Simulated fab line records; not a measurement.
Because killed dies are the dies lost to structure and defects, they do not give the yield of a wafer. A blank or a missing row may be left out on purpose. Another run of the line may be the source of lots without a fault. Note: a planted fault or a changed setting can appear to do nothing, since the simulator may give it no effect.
Problem report, 8D (eight disciplines) form, completed by code + flow gf180mcu + the parts of the form that need people (team, actions taken, sign-off) are left out

1. THE PROBLEM
Across 6 wafers from 2 lots, LVPWELL_TW at GF_LVPWELL_TW_MEAS_11 averages 30, while fault-free wafers read 556 with a standard deviation of 5.4. That puts it -97 standard deviations away from the usual mean.
The first sign was on wafer L139.1 at day 7 19:38, on film_metro-01. Wafers with a number at this step in the record: 42, from 14 lots. By rule, "out" or "out of limits" means more than 4 standard deviations away from the usual mean. The rest of the wafers with a number are treated as sound.

2. WHAT IT IS AND WHAT IT IS NOT
| question                    | is                           | is not                                                                 |
|-----------------------------|------------------------------|------------------------------------------------------------------------|
| which readings at this step | LVPWELL_TW                   | -                                                                      |
| which lots                  | L139, L140                   | L122, L123, L124, L125, L126, L128, L129, L130, L131, L132, L133, L134 |
| which wafers of those lots  | all that have a number       | -                                                                      |
| read on which gauges        | film_metro-01, film_metro-03 | film_metro-02                                                          |
| when                        | from day 7 19:38             | up to then (36 sound wafers)                                           |

3. THE SUSPECTS, EACH WITH WHAT RULES IT OUT
Counting: a tool at a process step up to the reading stays a suspect if it ran every lot that is out and no sound lot after the first of them.
- the gauge at GF_LVPWELL_TW_MEAS_11: ruled out. Those wafers that are out were read across 2 gauges (film_metro-01, film_metro-03).
- plasma_asher-02 at GF_NWELL_STRIP_10 (strips in O2/N2): kept. Every lot that is out went through it, starting with L139 (day 7 02:32), and after that it ran no sound lot; the last sound lot it ran before then is L126 (day 4 05:14).
- plasma_asher-02 at GF_LVPWELL_STRIP_10 (strips in O2/N2): kept. Every lot that is out went through it, starting with L139 (day 7 19:32), and after that it ran no sound lot; the last sound lot it ran before then is L134 (day 6 18:36). Its own readings are out on those wafers: strip_time_to_endpoint_s.
The count leaves plasma_asher-02 at GF_LVPWELL_STRIP_10 and plasma_asher-02 at GF_NWELL_STRIP_10.

4. THE CAUSE (what the simulator had put in)
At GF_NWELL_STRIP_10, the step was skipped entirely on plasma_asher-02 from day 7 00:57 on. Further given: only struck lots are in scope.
Counting leaves 2 suspects; this tool is one of them.

5. SEQUENCE OF EFFECTS, ordered by route
One row per reading whose mean, taken over the struck wafers that have a number, lies over 3 standard deviations from the usual. Scope: only readings with a usual standard deviation given in the record; hours: median across lots of the time from each lot's start at the first step in this table that gives one to its start at this step; sigmas: change in usual standard deviations.
| hours | step                  | reading                  | usual      | on struck wafers | change | sigmas      |
|-------|-----------------------|--------------------------|------------|------------------|--------|-------------|
| 0     | GF_LVPWELL_STRIP_10   | oes_product_au           | 0.722 a.u. | 0.738            | +0.016 | +3.4        |
| 0     | GF_LVPWELL_STRIP_10   | strip_time_to_endpoint_s | 36.98 s    | 81.15            | +44.17 | +99 or more |
| 0     | GF_LVPWELL_TW_MEAS_11 | LVPWELL_TW               | 556        | 30               | -526   | -97         |
Here are the process steps it includes:
- GF_LVPWELL_STRIP_10: strips in O2/N2.
Readings that are blank on the struck wafers while sound wafers have them: chamber_pressure_mTorr at GF_NWELL_STRIP_10; drypump_motor_current_A at GF_NWELL_STRIP_10; heater_power_w at GF_NWELL_STRIP_10; o2_flow_sccm at GF_NWELL_STRIP_10; oes_product_au at GF_NWELL_STRIP_10; strip_time_to_endpoint_s at GF_NWELL_STRIP_10.
Later steps that measure or inspect, where all struck wafers having a row at the step show a number for every such reading and not one has moved that far: GF_POLY_GATE_CD_MEAS_10.

6. HOW IT WOULD HAVE BEEN CAUGHT EARLIER
Counted from the fault's start at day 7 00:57, it took 19 hours until the first out-of-limits reading at a measuring or inspecting step in this record, taken at day 7 19:38.
At GF_NWELL_STRIP_10 the tool's readings are blank on the struck wafers, where sound wafers have them: an empty tool record is the first sign, and it was there at once.
All the lots that are out (2) had begun GF_NWELL_STRIP_10 on plasma_asher-02 by day 7 19:38. Tool hold at that time: it would have spared none of them.
